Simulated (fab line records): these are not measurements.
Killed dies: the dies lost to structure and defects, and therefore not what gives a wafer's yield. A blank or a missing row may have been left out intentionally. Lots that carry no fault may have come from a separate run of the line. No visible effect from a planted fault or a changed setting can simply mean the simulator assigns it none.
Matching of chambers + flow sky130 + SKY_VIA2_ETCH_15 on rie diel-04 has 4 sister chambers
The step etches SiO2 in C4F8/O2/Ar, stops on TiN, target depth 546 nm, time 84 s. 4 wafers are shown with their chamber, then 7 later ones without.

== WAFERS, EACH WITH ITS CHAMBER ==
| wafer  | chamber | oes product au (a.u.) |
|--------|---------|-----------------------|
| L085.3 | 3       | 0.931                 |
| L085.4 | 0       | 0.939                 |
| L087.1 | 1       | 0.932                 |
| L087.2 | 2       | 0.946                 |

== WAFERS WHOSE CHAMBER IS MISSING ==
| wafer  | oes product au (a.u.) |
|--------|-----------------------|
| L087.4 | 0.942                 |
| L094.2 | 0.940                 |
| L094.3 | 0.948                 |
| L094.5 | 0.940                 |
| L096.1 | 0.937                 |
| L096.3 | 0.935                 |
| L096.6 | 0.928                 |

== EACH ONE'S CHAMBER ==
| wafer  | from the rows above          | in truth                   |
|--------|------------------------------|----------------------------|
| L087.4 | can't be placed: 0 or 2      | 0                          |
| L094.2 | 0                            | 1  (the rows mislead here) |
| L094.3 | 2                            | 2                          |
| L094.5 | 0                            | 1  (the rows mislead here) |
| L096.1 | can't be placed: 0 or 1 or 3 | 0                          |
| L096.3 | can't be placed: 1 or 0 or 3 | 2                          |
| L096.6 | can't be placed: 3 or 1      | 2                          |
Correctly placed: 1 of 7. From these rows, 4 cannot be placed; in 2 the true chamber is one of the candidates. Number placed wrongly: 2.
How it was worked out, from the rows above alone: a wafer's distance from a chamber is the root of the sum, over the readings, of the square of ((its reading less the chamber's mean) divided by the reading's scatter). The wafer belongs to the nearest chamber; if the next one is less than 2 further off, it can't be placed. The mean given for a chamber averages the wafers shown for that chamber. The scatter: root of mean squared gap, hidden wafer to nearest shown wafer, with one shown wafer a chamber.
